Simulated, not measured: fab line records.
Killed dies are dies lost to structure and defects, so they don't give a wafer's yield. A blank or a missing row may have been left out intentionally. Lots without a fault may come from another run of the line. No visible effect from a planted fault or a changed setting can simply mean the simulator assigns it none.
Which tool did it? + flow gf180mcu + 6 lots with 18 wafers sampled at 2 steps, on a route of 602 steps

## WHAT EACH GAUGE READ, for each wafer
GF_HV_LDD_TW_MEAS_38.
| lot  | measured     | on            | HV_LDD_3_TW    |
|------|--------------|---------------|----------------|
| L761 | day 11 23:23 | film_metro-04 | 1429 1422 1434 |
| L765 | day 13 06:25 | film_metro-04 | 1528 1526 1531 |
| L769 | day 14 09:43 | film_metro-04 | 1437 1431 1431 |
| L776 | day 16 21:28 | film_metro-04 | 1423 1436 1431 |
| L778 | day 17 10:01 | film_metro-03 | 1423 1414 1421 |
| L781 | day 18 10:26 | film_metro-04 | 1425 1426 1425 |

## TOOL THAT RAN EACH LOT (tool first, then ch and the chambers of the sampled wafers, then the start)
| lot  | GF_HV_LDD_IMPLANT_36            |
|------|---------------------------------|
| L761 | implanter-02 ch 0, day 11 23:08 |
| L765 | implanter-02 ch 0, day 13 06:11 |
| L769 | implanter-04 ch 0, day 14 09:28 |
| L776 | implanter-02 ch 0, day 16 21:13 |
| L778 | implanter-01 ch 0, day 17 09:47 |
| L781 | implanter-02 ch 0, day 18 10:11 |
- GF_HV_LDD_IMPLANT_36

## THE ANSWER, worked out from the rows above alone
Rule: what is usual is taken from the lots themselves. The widest of any qualifying gaps counts: lots, ordered by their means at a reading, are off when they make up no more than a third of the lots, leave a main group of 4 or more, and stand apart from it by 3 or more times the standard deviation of that group's means. The tables above print the reading to a certain number of digits; a main group whose means all agree to those digits is not used. A lot without any number at a reading at which 4 lots or more have one is off too. The other lots that the step has rows for count as sound.
Off: L765, seen at GF_HV_LDD_TW_MEAS_38 (HV_LDD_3_TW). For the main group the mean is 1427 and the standard deviation 4.7.
A tool fits if, at a process step before that reading, it ran every lot that is off, and no sound lot after the first of them. The gauges at GF_HV_LDD_TW_MEAS_38 are tried like those tools. Of those tried, none fits.

## WHAT THE SIMULATOR HAD INSERTED
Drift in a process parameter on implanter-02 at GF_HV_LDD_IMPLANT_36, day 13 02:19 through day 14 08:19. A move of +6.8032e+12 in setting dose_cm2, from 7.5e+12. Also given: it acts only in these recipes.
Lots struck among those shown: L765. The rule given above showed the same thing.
